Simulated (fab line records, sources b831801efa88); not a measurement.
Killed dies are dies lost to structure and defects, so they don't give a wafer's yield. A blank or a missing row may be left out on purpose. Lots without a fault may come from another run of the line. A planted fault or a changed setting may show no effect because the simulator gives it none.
Which tool did it? | flow sky130 | 24 lots, 72 wafers sampled, at 1 step of a route of 708

WHAT THE GAUGES READ, wafer by wafer
SKY_VIA1_OVL_MEAS_13. Usual: VIA1_OVL -5 nm, standard deviation 5.6.
lot  | measured     | on         | VIA1_OVL (nm) | flag
L074 | day 34 06:46 | overlay-02 | -1 -5 -5      |
L075 | day 34 15:19 | overlay-02 | -13 -4 -5     |
L076 | day 34 21:36 | overlay-01 | 0 -1 -7       |
L077 | day 34 23:11 | overlay-02 | -7 -13 -8     |
L078 | day 35 08:46 | overlay-01 | -10 -12 -16   |
L079 | day 35 16:10 | overlay-02 | -2 -1 0       |
L080 | day 36 01:09 | overlay-01 | -7 -12 -14    |
L081 | day 36 12:45 | overlay-01 | -6 -8 -3      |
L082 | day 36 18:28 | overlay-01 | -14 -9 -11    |
L083 | day 36 19:53 | overlay-01 | 1 1 -2        |
L084 | day 37 06:01 | overlay-01 | 3 -6 0        |
L085 | day 37 08:52 | overlay-01 | -4 -10 -13    |
L086 | day 37 23:21 | overlay-02 | -4 -7 -7      |
L087 | day 38 00:28 | overlay-02 | -3 -8 0       |
L088 | day 38 08:08 | overlay-02 | -4 -5 -4      |
L089 | day 38 20:44 | overlay-01 | -11 -3 -3     |
L090 | day 39 04:34 | overlay-02 | -7 -7 -5      |
L091 | day 39 06:37 | overlay-02 | -5 -16 6      |
L092 | day 39 07:58 | overlay-02 | 3 3 6         |
L093 | day 40 00:14 | overlay-01 | -11 -14 -8    |
L094 | day 40 04:07 | overlay-02 | -7 -2 -6      |
L095 | day 40 07:35 | overlay-02 | -5 1 1        |
L096 | day 40 16:19 | overlay-01 | 3 0 -7        |
L097 | day 40 21:17 | overlay-02 | -4 -5 4       |

WHICH TOOL RAN EACH LOT (tool, then ch and the chambers of the sampled wafers, then the start)
The record holds no process step before these readings.

WHAT THE TOOLS THEMSELVES READ (means of the sampled wafers that have a number; where no wafer has one, the mark that the record gives instead)
The record holds no such reading with a usual standard deviation.

THE ANSWER, worked out from the rows above alone
Rule: a lot is off if the mean of its wafers that have a number lies more than 3 standard deviations from the usual mean. A lot without any number at a reading at which 4 lots or more have one is off too. The other lots that the step has rows for count as sound. The gauges are gone through in route order, then the tools' own readings, and for those a lot's mean is taken as printed above. The first step at which some lot is off is used, and at that step the reading that is off furthest; a lot without a number counts as furthest.
No lot is off at any reading shown: from this, nothing can be told.

WHAT THE SIMULATOR HAD PUT IN
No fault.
